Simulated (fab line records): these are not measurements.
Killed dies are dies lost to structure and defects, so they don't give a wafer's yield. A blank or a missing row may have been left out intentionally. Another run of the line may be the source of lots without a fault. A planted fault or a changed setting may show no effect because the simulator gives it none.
The same fault as seen by 2 desks | flow sky130 | only its own numbers are on each desk; what lay behind them is given at the end

== AT THE TOOL OWNER'S DESK: rieDiel-02 ==
The tool's own readings at SKY_LI_CONTACT_ETCH_14 (etches BARC in N2/H2, stops on SiO2, time 45.9 s, target depth 60 nm): means of the sampled wafers that have a number, for each lot that ran on this tool. If a lot's mean is further than 4 standard deviations from the usual mean, the lot is out of limits and carries the mark OUT (the distance appears in the brackets).
Columns: A = chamberPressureMTorr at SKY_LI_CONTACT_ETCH_14, usual 30.002 mTorr; B = drypumpMotorCurrentA at SKY_LI_CONTACT_ETCH_14, usual 5.8 A; C = oesProductAu at SKY_LI_CONTACT_ETCH_14, usual 0.854 a.u.; D = runLengthS at SKY_LI_CONTACT_ETCH_14, usual 74.2 s; E = throttleValvePct at SKY_LI_CONTACT_ETCH_14, usual 13.225 %
lot  | first seen here | A      | B   | C               | D              | E
L588 | day 32 11:51    | 30.032 | 5.6 | 0.922 (+14) OUT | 63.5 (-25) OUT | 13.238
L591 | day 32 13:57    | 30.023 | 5.8 | 0.922 (+15) OUT | 64.1 (-23) OUT | 13.232
L592 | day 33 01:49    | 29.983 | 5.8 | 0.927 (+16) OUT | 63.8 (-24) OUT | 13.241
L599 | day 35 13:32    | 29.972 | 5.8 | 0.857           | 74.1           | 13.223
L602 | day 36 10:06    | 29.967 | 5.7 | 0.856           | 74.0           | 13.219
L603 | day 36 14:03    | 30.009 | 5.7 | 0.853           | 74.1           | 13.223
L604 | day 36 15:58    | 29.979 | 5.6 | 0.852           | 74.4           | 13.226
Finding of this desk: L588, L591, L592 out of limits; the first was L588 at day 32 11:51, on oesProductAu at SKY_LI_CONTACT_ETCH_14. L599, L602, L603, L604: within limits.

== AT THE METROLOGY DESK ==
Lot by lot, what the gauges showed, no matter which tool ran the lot: averages of those sampled wafers that carry a number. If a lot's mean is further than 4 standard deviations from the usual mean, the lot is out of limits and carries the mark OUT (the distance appears in the brackets).
Columns: A = cdNm at SKY_LI_CONTACT_CD_MEAS_12, usual 170.0 nm; B = LI_CONTACT_OVL at SKY_LI_CONTACT_OVL_MEAS_13, usual -1 nm; C = LOCAL_INTERCONNECT_OVL at SKY_LOCAL_INTERCONNECT_OVL_MEAS_12, usual 2 nm
lot  | first seen here | A     | B   | C
L584 | day 30 12:22    | 168.6 | -1  | 1
L588 | day 32 11:43    | 170.4 | 3   | -4
L591 | day 32 13:52    | 169.3 | -1  | -4
L590 | day 32 14:26    | 173.4 | -5  | -3
L592 | day 33 01:41    | 168.1 | 4   | 0
L595 | day 34 02:36    | 169.8 | -6  | 0
L597 | day 34 13:17    | 169.8 | -10 | -1
L598 | day 34 23:19    | 168.1 | -14 | 5
L599 | day 35 13:22    | 169.4 | -6  | 1
L602 | day 36 09:58    | 168.4 | 7   | -1
L603 | day 36 13:54    | 170.7 | -1  | 2
L604 | day 36 15:49    | 169.1 | -1  | 1
This desk found nothing out of limits on any of the 12 lots.

== TAKEN TOGETHER ==
On L588, L591, L592, at day 32 11:51, an alarm was possible from the tool owner's desk.
From the metrology desk's view, nothing was out of limits.
The metrology desk holds a record of L588, L591, L592, inside its limits.
The lots listed all ran SKY_LI_CONTACT_ETCH_14 on rieDiel-02.

== WHAT HAD BEEN PUT IN BY THE SIMULATOR ==
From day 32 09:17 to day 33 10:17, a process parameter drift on rieDiel-02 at SKY_LI_CONTACT_ETCH_14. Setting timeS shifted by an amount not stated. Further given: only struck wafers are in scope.
Struck lots among those shown: L588, L591, L592.
How many hours passed from the start of the fault until each desk's first out-of-limits reading: the tool owner's desk, 3.
